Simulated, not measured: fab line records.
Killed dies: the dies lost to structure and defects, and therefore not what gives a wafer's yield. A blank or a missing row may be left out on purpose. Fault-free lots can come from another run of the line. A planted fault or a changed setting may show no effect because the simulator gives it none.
The same fault as seen by 2 desks || flow gf180mcu || only its own numbers are on each desk; what lay behind them is given at the end

AT THE METROLOGY DESK
What the gauges read for every lot (on any tool): the sampled wafers with a number, averaged. Any lot whose mean is over 4 standard deviations away from the usual mean is out of limits and marked OUT; that distance is given in the brackets. Readings shown: 7 of its 9, picked as those furthest out on some lot.
Columns: A = V1_W_RS at GF_V1_RS_MEAS_24, usual 0.328 ohm/sq; B = V1_W_THK at GF_V1_THK_MEAS_25, usual 376 nm; C = M2_ALCU_RS at GF_M2_RS_MEAS_05, usual 0.0695 ohm/sq; D = M2_ALCU_THK at GF_M2_THK_MEAS_06, usual 457 nm; E = cdNm at GF_M2_CD_MEAS_14, usual 280.5 nm; F = V2_CVD_02_THK at GF_V2_THK_MEAS_03, usual 852 nm; G = V2_BOW at GF_V2_BOW_MEAS_05, usual 102 um
{"lot": "L810", "first seen here": "day 20 03:12", "A": 0.324, "B": 382, "C": 0.0688, "D": 460, "E": 281.2, "F": 834, "G": 112}
{"lot": "L809", "first seen here": "day 20 04:09", "A": 0.326, "B": 376, "C": 0.0700, "D": 454, "E": 281.1, "F": 844, "G": 106}
{"lot": "L811", "first seen here": "day 20 19:24", "A": 0.330, "B": 375, "C": 0.0699, "D": 454, "E": 280.1, "F": 860, "G": 102}
{"lot": "L813", "first seen here": "day 21 04:44", "A": 0.330, "B": 375, "C": 0.0690, "D": 460, "E": 281.0, "F": 849, "G": 102}
{"lot": "L824", "first seen here": "day 24 23:56", "A": 0.331, "B": 371, "C": 0.0690, "D": 461, "E": 281.0, "F": 846, "G": 118}
{"lot": "L826", "first seen here": "day 25 17:26", "A": 0.327, "B": 375, "C": 0.0685, "D": 465, "E": 281.9, "F": 858, "G": 106}
This desk's finding: nothing out of limits on any of the 6 lots.

AT THE TOOL OWNER'S DESK: pvdSputter-04
At GF_M2_SPUTTER_04 (material TiN, target thk 50 nm, time 41.7 s) the tool's own readings: per lot run on this tool, the mean of the sampled wafers that have a number. Any lot whose mean is over 4 standard deviations away from the usual mean is out of limits and marked OUT; that distance is given in the brackets.
Columns: A = throttleValvePct at GF_M2_SPUTTER_04, usual 29.9 %
{"lot": "L810", "first seen here": "day 20 03:52", "A": 30.4}
{"lot": "L809", "first seen here": "day 20 04:56", "A": 30.1}
{"lot": "L811", "first seen here": "day 20 20:02", "A": 30.2}
This desk's finding: nothing out of limits on any of the 3 lots.

TAKEN TOGETHER
From the metrology desk's view, nothing was out of limits.
The desk of the tool owner found nothing out of limits.

WHAT THE SIMULATOR HAD INSERTED
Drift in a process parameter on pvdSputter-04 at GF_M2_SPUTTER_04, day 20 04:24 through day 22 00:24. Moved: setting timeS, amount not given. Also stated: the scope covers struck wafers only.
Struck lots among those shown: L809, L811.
